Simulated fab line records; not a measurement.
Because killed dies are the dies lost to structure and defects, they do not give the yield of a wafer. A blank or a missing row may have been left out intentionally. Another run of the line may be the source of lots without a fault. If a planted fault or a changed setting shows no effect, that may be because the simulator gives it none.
Which tool did it? || flow gf180mcu || Sampling: 13 lots, 39 wafers, 4 of 602 route steps

## WHAT THE GAUGES READ, wafer by wafer
GF_M1_THK_MEAS_06: measures by xrf. Usual: M1_ALCU_THK 449 nm, standard deviation 6.5.
{"lot": "L479", "measured": "day 16 10:35", "on": "film metro-01", "M1_ALCU_THK (nm)": "448 445 455", "flag": ""}
{"lot": "L480", "measured": "day 16 12:53", "on": "film metro-01", "M1_ALCU_THK (nm)": "450 450 447", "flag": ""}
{"lot": "L481", "measured": "day 16 20:47", "on": "film metro-04", "M1_ALCU_THK (nm)": "448 453 451", "flag": ""}
{"lot": "L488", "measured": "day 19 10:47", "on": "film metro-01", "M1_ALCU_THK (nm)": "449 454 449", "flag": ""}
{"lot": "L489", "measured": "day 19 17:59", "on": "film metro-03", "M1_ALCU_THK (nm)": "454 442 446", "flag": ""}
{"lot": "L492", "measured": "day 20 19:49", "on": "film metro-03", "M1_ALCU_THK (nm)": "450 441 455", "flag": ""}
{"lot": "L493", "measured": "day 21 04:31", "on": "film metro-03", "M1_ALCU_THK (nm)": "446 455 457", "flag": ""}
{"lot": "L495", "measured": "day 21 18:40", "on": "film metro-01", "M1_ALCU_THK (nm)": "444 445 452", "flag": ""}
{"lot": "L497", "measured": "day 22 16:44", "on": "film metro-03", "M1_ALCU_THK (nm)": "446 455 449", "flag": ""}
{"lot": "L498", "measured": "day 22 23:14", "on": "film metro-03", "M1_ALCU_THK (nm)": "450 457 455", "flag": ""}
{"lot": "L499", "measured": "day 23 04:19", "on": "film metro-03", "M1_ALCU_THK (nm)": "448 449 438", "flag": ""}
{"lot": "L501", "measured": "day 23 21:13", "on": "film metro-01", "M1_ALCU_THK (nm)": "442 442 448", "flag": ""}
{"lot": "L502", "measured": "day 24 14:40", "on": "film metro-04", "M1_ALCU_THK (nm)": "465 462 459", "flag": ""}

GF_V1_BOW_MEAS_05. Usual: V1_BOW 81 um, standard deviation 7.7.
{"lot": "L479", "measured": "day 17 08:50", "on": "film metro-01", "V1_BOW (um)": "70 76 68", "flag": ""}
{"lot": "L480", "measured": "day 17 10:32", "on": "film metro-01", "V1_BOW (um)": "69 72 83", "flag": ""}
{"lot": "L481", "measured": "day 17 19:34", "on": "film metro-03", "V1_BOW (um)": "65 80 84", "flag": ""}
{"lot": "L488", "measured": "day 20 12:16", "on": "film metro-02", "V1_BOW (um)": "75 78 80", "flag": ""}
{"lot": "L489", "measured": "day 20 19:49", "on": "film metro-02", "V1_BOW (um)": "84 86 83", "flag": ""}
{"lot": "L492", "measured": "day 21 20:41", "on": "film metro-03", "V1_BOW (um)": "69 70 65", "flag": ""}
{"lot": "L493", "measured": "day 22 05:25", "on": "film metro-01", "V1_BOW (um)": "87 92 84", "flag": ""}
{"lot": "L495", "measured": "day 22 18:45", "on": "film metro-02", "V1_BOW (um)": "74 71 72", "flag": ""}
{"lot": "L497", "measured": "day 23 17:25", "on": "film metro-01", "V1_BOW (um)": "72 78 78", "flag": ""}
{"lot": "L498", "measured": "day 23 22:53", "on": "film metro-01", "V1_BOW (um)": "85 84 88", "flag": ""}
{"lot": "L499", "measured": "day 24 04:06", "on": "film metro-02", "V1_BOW (um)": "91 78 104", "flag": ""}
{"lot": "L501", "measured": "day 24 21:03", "on": "film metro-02", "V1_BOW (um)": "94 86 86", "flag": ""}
{"lot": "L502", "measured": "day 25 13:24", "on": "film metro-02", "V1_BOW (um)": "94 85 98", "flag": ""}

## WHICH TOOL RAN EACH LOT (tool, then ch and the chambers of the sampled wafers, then the start)
{"lot": "L479", "GF_M1_SPUTTER_01": "pvd sputter-04, day 16 10:20", "GF_M1_STRIP_17": "plasma asher-02 ch 1, day 17 07:43"}
{"lot": "L480", "GF_M1_SPUTTER_01": "pvd sputter-02, day 16 12:38", "GF_M1_STRIP_17": "plasma asher-01 ch 0,1, day 17 09:26"}
{"lot": "L481", "GF_M1_SPUTTER_01": "pvd sputter-02, day 16 20:32", "GF_M1_STRIP_17": "plasma asher-04 ch 0,1, day 17 18:22"}
{"lot": "L488", "GF_M1_SPUTTER_01": "pvd sputter-02, day 19 10:33", "GF_M1_STRIP_17": "plasma asher-01 ch 0,1, day 20 11:07"}
{"lot": "L489", "GF_M1_SPUTTER_01": "pvd sputter-04, day 19 17:44", "GF_M1_STRIP_17": "plasma asher-01 ch 0,1, day 20 18:43"}
{"lot": "L492", "GF_M1_SPUTTER_01": "pvd sputter-04, day 20 19:34", "GF_M1_STRIP_17": "plasma asher-04 ch 0,1, day 21 19:32"}
{"lot": "L493", "GF_M1_SPUTTER_01": "pvd sputter-04, day 21 04:17", "GF_M1_STRIP_17": "plasma asher-02 ch 1, day 22 04:14"}
{"lot": "L495", "GF_M1_SPUTTER_01": "pvd sputter-01, day 21 18:25", "GF_M1_STRIP_17": "plasma asher-04 ch 0,1, day 22 17:36"}
{"lot": "L497", "GF_M1_SPUTTER_01": "pvd sputter-01, day 22 16:29", "GF_M1_STRIP_17": "plasma asher-04 ch 0,1, day 23 15:58"}
{"lot": "L498", "GF_M1_SPUTTER_01": "pvd sputter-01, day 22 22:58", "GF_M1_STRIP_17": "plasma asher-01 ch 0,1, day 23 21:46"}
{"lot": "L499", "GF_M1_SPUTTER_01": "pvd sputter-04, day 23 04:05", "GF_M1_STRIP_17": "plasma asher-01 ch 0,1, day 24 03:00"}
{"lot": "L501", "GF_M1_SPUTTER_01": "pvd sputter-01, day 23 20:58", "GF_M1_STRIP_17": "plasma asher-02 ch 0,1, day 24 19:51"}
{"lot": "L502", "GF_M1_SPUTTER_01": "pvd sputter-02, day 24 14:25", "GF_M1_STRIP_17": "plasma asher-01 ch 0,1, day 25 12:19"}
- GF_M1_SPUTTER_01: material TiN, target thk 30 nm, time 25 s.
- GF_M1_STRIP_17: strips in O2/N2.

## AS READ BY THE TOOLS THEMSELVES (means over the sampled wafers that have a number; for cases with no such wafer, the mark the record gives instead)
GF_M1_SPUTTER_01. Usual: throttle valve pct 29.8 %, standard deviation 1.3.
{"lot": "L479", "tool": "pvd sputter-04", "throttle valve pct (%)": 30.0, "flag": ""}
{"lot": "L480", "tool": "pvd sputter-02", "throttle valve pct (%)": 29.5, "flag": ""}
{"lot": "L481", "tool": "pvd sputter-02", "throttle valve pct (%)": 29.1, "flag": ""}
{"lot": "L488", "tool": "pvd sputter-02", "throttle valve pct (%)": 29.7, "flag": ""}
{"lot": "L489", "tool": "pvd sputter-04", "throttle valve pct (%)": 29.8, "flag": ""}
{"lot": "L492", "tool": "pvd sputter-04", "throttle valve pct (%)": 29.7, "flag": ""}
{"lot": "L493", "tool": "pvd sputter-04", "throttle valve pct (%)": 30.1, "flag": ""}
{"lot": "L495", "tool": "pvd sputter-01", "throttle valve pct (%)": 30.2, "flag": ""}
{"lot": "L497", "tool": "pvd sputter-01", "throttle valve pct (%)": 29.7, "flag": ""}
{"lot": "L498", "tool": "pvd sputter-01", "throttle valve pct (%)": 28.6, "flag": ""}
{"lot": "L499", "tool": "pvd sputter-04", "throttle valve pct (%)": 29.8, "flag": ""}
{"lot": "L501", "tool": "pvd sputter-01", "throttle valve pct (%)": 29.7, "flag": ""}
{"lot": "L502", "tool": "pvd sputter-02", "throttle valve pct (%)": 29.8, "flag": ""}

GF_M1_STRIP_17. Usual: drypump motor current A 5.6 A, standard deviation 0.48; heater power w 322 W, standard deviation 23; o2 flow sccm 3000 sccm, standard deviation 9.5; oes product au 0.537 a.u., standard deviation 0.0049; strip time to endpoint s 7.39 s, standard deviation 0.042.
{"lot": "L479", "tool": "plasma asher-02", "drypump motor current A (A)": 5.2, "heater power w (W)": 323, "o2 flow sccm (sccm)": 2997, "oes product au (a.u.)": 0.536, "strip time to endpoint s (s)": 7.34, "flag": ""}
{"lot": "L480", "tool": "plasma asher-01", "drypump motor current A (A)": 5.7, "heater power w (W)": 331, "o2 flow sccm (sccm)": 3004, "oes product au (a.u.)": 0.534, "strip time to endpoint s (s)": 7.40, "flag": ""}
{"lot": "L481", "tool": "plasma asher-04", "drypump motor current A (A)": 5.2, "heater power w (W)": 286, "o2 flow sccm (sccm)": 2999, "oes product au (a.u.)": 0.537, "strip time to endpoint s (s)": 7.40, "flag": ""}
{"lot": "L488", "tool": "plasma asher-01", "drypump motor current A (A)": 5.7, "heater power w (W)": 331, "o2 flow sccm (sccm)": 2395, "oes product au (a.u.)": 0.529, "strip time to endpoint s (s)": 7.51, "flag": "OFF"}
{"lot": "L489", "tool": "plasma asher-01", "drypump motor current A (A)": 5.6, "heater power w (W)": 340, "o2 flow sccm (sccm)": 2394, "oes product au (a.u.)": 0.533, "strip time to endpoint s (s)": 7.50, "flag": "OFF"}
{"lot": "L492", "tool": "plasma asher-04", "drypump motor current A (A)": 5.7, "heater power w (W)": 301, "o2 flow sccm (sccm)": 2999, "oes product au (a.u.)": 0.537, "strip time to endpoint s (s)": 7.41, "flag": ""}
{"lot": "L493", "tool": "plasma asher-02", "drypump motor current A (A)": 5.2, "heater power w (W)": 322, "o2 flow sccm (sccm)": 3010, "oes product au (a.u.)": 0.533, "strip time to endpoint s (s)": 7.38, "flag": ""}
{"lot": "L495", "tool": "plasma asher-04", "drypump motor current A (A)": 5.2, "heater power w (W)": 297, "o2 flow sccm (sccm)": 2995, "oes product au (a.u.)": 0.534, "strip time to endpoint s (s)": 7.40, "flag": ""}
{"lot": "L497", "tool": "plasma asher-04", "drypump motor current A (A)": 5.7, "heater power w (W)": 301, "o2 flow sccm (sccm)": 3001, "oes product au (a.u.)": 0.535, "strip time to endpoint s (s)": 7.39, "flag": ""}
{"lot": "L498", "tool": "plasma asher-01", "drypump motor current A (A)": 5.7, "heater power w (W)": 331, "o2 flow sccm (sccm)": 2992, "oes product au (a.u.)": 0.539, "strip time to endpoint s (s)": 7.38, "flag": ""}
{"lot": "L499", "tool": "plasma asher-01", "drypump motor current A (A)": 5.6, "heater power w (W)": 341, "o2 flow sccm (sccm)": 3007, "oes product au (a.u.)": 0.534, "strip time to endpoint s (s)": 7.40, "flag": ""}
{"lot": "L501", "tool": "plasma asher-02", "drypump motor current A (A)": 5.7, "heater power w (W)": 324, "o2 flow sccm (sccm)": 3003, "oes product au (a.u.)": 0.535, "strip time to endpoint s (s)": 7.36, "flag": ""}
{"lot": "L502", "tool": "plasma asher-01", "drypump motor current A (A)": 5.6, "heater power w (W)": 343, "o2 flow sccm (sccm)": 3006, "oes product au (a.u.)": 0.539, "strip time to endpoint s (s)": 7.39, "flag": ""}

## THE ANSWER, worked out from the rows above alone
Rule: a lot counts as off when the mean over its wafers that have a number is more than 3 standard deviations away from the usual mean. Also off: a lot with no number at a reading for which 4 or more lots have one. All remaining lots with rows at the step are treated as sound. Order of review: gauges by route order, followed by the tools' own readings, for which a lot's mean as printed above is used. At the first step where some lot is off, the reading lying furthest off is the one used; lots without a number count as furthest.
Off: L488, L489, at GF_M1_STRIP_17 (o2 flow sccm).
A tool fits if, at that step or a process step before it, it ran every lot that is off, and no sound lot after the first of them. Not one of the candidates tried fits.

## WHAT HAD BEEN PUT IN BY THE SIMULATOR
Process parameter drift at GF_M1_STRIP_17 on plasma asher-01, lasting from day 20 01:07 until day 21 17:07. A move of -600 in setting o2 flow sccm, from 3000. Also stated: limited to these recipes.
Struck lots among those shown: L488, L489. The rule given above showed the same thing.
